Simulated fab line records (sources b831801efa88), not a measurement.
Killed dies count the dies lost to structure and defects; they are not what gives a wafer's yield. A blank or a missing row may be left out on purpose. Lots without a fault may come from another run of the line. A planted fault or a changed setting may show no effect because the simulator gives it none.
Comparing a struck lot with a sound one :: flow sky130 :: 43 steps out of a route of 708
Sound: wafers L348.2, L348.3, L348.6. Struck: wafers L360.2, L360.4, L360.6. At the end, the cause is stated.
At each step with rows: each side's tool, then ch and its chambers, then its first start. Under that, the readings that differ: sound wafers :: struck wafers :: difference of the means :: sigmas: that difference in standard deviations of wafers without a fault.
alike: readings whose means differ by less than 2 such deviations, and words and numbers that are the same on both sides. not compared: withheld readings, readings that some wafer has no value for, bounds like >300 that may hide the same value, and numbers for which the record gives no deviation and whose values overlap.
The two part at a step that has a row with sigmas, a row that says differs or no value, or rows on one side only. Non-overlapping numbers with no deviation appear without sigmas and do not part them. A reading missing from all wafers of one side parts the sides only when that side holds two or more wafers.

SKY_CAPM_RS_MEAS_03: uses a four-point probe to measure.
  sound on film metro-02 at day 37 01:53; struck on film metro-02 at day 40 11:45
  alike: CAPM_TIN_RS
SKY_CAPM_THK_MEAS_04: measures by xrf.
  sound on film metro-02 at day 37 01:59; struck on film metro-02 at day 40 11:52
  alike: CAPM_TIN_THK
then, 7 steps without rows for these wafers: SKY_CAPM_DEHYDRATE_05 (time 60 s); SKY_CAPM_HMDS_06 (prime time 60 s); SKY_CAPM_COAT_07 (resist thk 1140 nm); SKY_CAPM_SOFTBAKE_08 (time 60 s); SKY_CAPM_EXPOSE_09 (exposes mask CAPM, target cd 1000 nm); SKY_CAPM_PEB_10; SKY_CAPM_DEVELOP_11 (develop time 60 s).
SKY_CAPM_OVL_MEAS_12:
  sound on overlay-01 at day 38 03:19; struck on overlay-02 at day 41 11:49
  alike: CAPM_OVL
SKY_CAPM_METAL_ETCH_13: etches TiN in Cl2/BCl3, stops on SiO2, target depth 220 nm, time 62.9 s.
  sound on rie metal-04 ch 0,1, day 38 03:20; struck on rie metal-04 ch 0,1, day 41 11:50
  alike: drypump motor current A, oes product au, throttle valve pct
  not compared: rf hours counter h
SKY_CAPM_STRIP_14: strips in O2/N2.
  sound on plasma asher-03 ch 0,1, day 38 03:25; struck on plasma asher-03 ch 0,1, day 41 11:56
  alike: drypump motor current A, o2 flow sccm, oes product au, strip time to endpoint s
  not compared: rf hours counter h
SKY_CAPM_STRIP_15: strips in post etch residue remover, time 1200 s.
  sound on wet bench-01 ch 0, day 38 03:31; struck on wet bench-02 ch 2, day 41 12:02
  alike: temp c
then, 10 steps without rows for these wafers: SKY_CAPM_CLEAN_16 (cleans in IPA, time 180 s); SKY_CAPM_CLEAN_17 (cleans in O3/DIW); SKY_METAL3_DEHYDRATE_05 (time 60 s); SKY_METAL3_HMDS_06 (prime time 60 s); SKY_METAL3_COAT_07 (resist thk 60 nm); SKY_METAL3_COAT_08 (resist thk 1140 nm); SKY_METAL3_SOFTBAKE_09 (time 90 s); SKY_METAL3_EXPOSE_10 (exposes mask MM3, target cd 300 nm); SKY_METAL3_PEB_11; SKY_METAL3_DEVELOP_12 (develop time 60 s).
SKY_METAL3_CD_MEAS_13: the cd target is 300 nm.
  sound on cd sem-01 at day 39 04:59; struck on cd sem-02 at day 42 12:14
  alike: cd nm
SKY_METAL3_OVL_MEAS_14:
  sound on overlay-01 at day 39 05:06; struck on overlay-02 at day 42 12:21
  alike: METAL3_OVL
SKY_METAL3_DESCUM_15: chemistry O2, time 8 s.
  sound on rie metal-02 ch 0,1, day 39 05:08; struck on rie metal-02 ch 0, day 42 12:23
  alike: drypump motor current A, oes product au, temp c
  not compared: rf hours counter h
then, 1 step without rows for these wafers: SKY_METAL3_ETCH_16 (etches BARC in N2/H2, stops on SiO2, time 88.2 s, target depth 60 nm).
SKY_METAL3_ETCH_17: etches SiO2 in C4F8/O2/Ar, stops on TiN, time 3.9 s, target depth 15 nm.
  sound on rie diel-03 ch 0,1,3, day 39 05:16; struck on rie diel-04 ch 1,3, day 42 12:31
  alike: oes product au
  not compared: rf hours counter h
then, 1 step without rows for these wafers: SKY_METAL3_METAL_ETCH_18 (etches the open film in Cl2/BCl3, stops on SiO2, target depth 845 nm, time 183.1 s).
SKY_METAL3_STRIP_19: strips in O2/N2.
  sound on plasma asher-02 ch 1, day 39 05:28; struck on plasma asher-04 ch 0,1, day 42 12:43
  alike: drypump motor current A, o2 flow sccm, oes product au, strip time to endpoint s
  not compared: rf hours counter h
then, 4 steps without rows for these wafers: SKY_METAL3_STRIP_20 (strips in post etch residue remover, time 1200 s); SKY_METAL3_CLEAN_21 (cleans in IPA, time 180 s); SKY_METAL3_CLEAN_22 (cleans in O3/DIW); SKY_VIA3_HDPCVD_00 (deposits SiO2, target thk 1635 nm, time 272.5 s).
SKY_VIA3_THK_MEAS_01:
  sound on film metro-01 at day 39 06:17; struck on film metro-04 at day 42 13:29
  alike: VIA3_HDPCVD_THK
then, 1 step without rows for these wafers: SKY_VIA3_CMP_02 (polishes SiO2).
SKY_VIA3_BOW_MEAS_03:
  sound on film metro-03 at day 39 06:40; struck on film metro-03 at day 42 14:02
  alike: VIA3_BOW
then, 5 steps without rows for these wafers: SKY_VIA3_DEHYDRATE_04 (time 60 s); SKY_VIA3_HMDS_05 (prime time 60 s); SKY_VIA3_COAT_06 (resist thk 60 nm); SKY_VIA3_COAT_07 (resist thk 450 nm); SKY_VIA3_SOFTBAKE_08 (time 90 s).
-- the record jumps here: 7 days lie between the struck wafers' starts before and after (it left off in module VIA3 and takes up again in module PAD_OPEN, whose first step shown is number 708 of the route) --
SKY_PAD_OPEN_PROBE_99:
  sound on prober-02 at day 46 10:38; struck on prober-02 at day 49 03:47
reading: hold
sound: - - -
struck: await dispo/7.6h/release await dispo/7.6h/release await dispo/7.6h/release
difference: no value on the sound wafers
sigmas: 

reading: defect limited yield (%)
sound: 83.7 83.1 86.2
struck: 69.5 69.9 69.3
difference: -14.8
sigmas: -7

reading: killed at other
sound: 0 0 0
struck: 66 67 67
difference: +67
sigmas: +99 or more

reading: killed dies
sound: 80 83 68
struck: 150 148 151
difference: +73
sigmas: +7

reading: sort_bin_3_pad_short (%)
sound: 0.6 1.4 1.2
struck: 5.3 4.3 3.9
difference: +3.4
sigmas: +9

reading: sort_bin_5_function (%)
sound: 9.6 9.8 7.9
struck: 17.3 18.7 19.1
difference: +9.3
sigmas: +6

reading: sort n pass
sound: 412 409 424
struck: 342 344 341
difference: -73
sigmas: -7

reading: sort yield pct (%)
sound: 83.7 83.1 86.2
struck: 69.5 69.9 69.3
difference: -14.8
sigmas: -7

reading: model.etest.tester.sort n pass
sound: 412 409 424
struck: 342 344 341
difference: -73
sigmas: 

reading: model.etest.tester.sort yield pct (%)
sound: 83.74 83.13 86.18
struck: 69.51 69.92 69.31
difference: -14.77
sigmas: 

reading: model.etest.tester.sort_bin_5_pct (%)
sound: 9.553 9.756 7.927
struck: 17.28 18.7 19.11
difference: +9.28
sigmas: 

reading: model.etest.tester.sort_bin_3_pct (%)
sound: 0.6098 1.423 1.22
struck: 5.285 4.268 3.862
difference: +3.387
sigmas: 
  alike: killed_at_M0_to_M3, killed_at_M4_up, killed at contacts, killed at front end, killed open, killed short, sort_bin_6_memory

## WHERE THEY PART
Only at SKY_PAD_OPEN_PROBE_99, as far as this record shows.

WHY: whatever the simulator had introduced
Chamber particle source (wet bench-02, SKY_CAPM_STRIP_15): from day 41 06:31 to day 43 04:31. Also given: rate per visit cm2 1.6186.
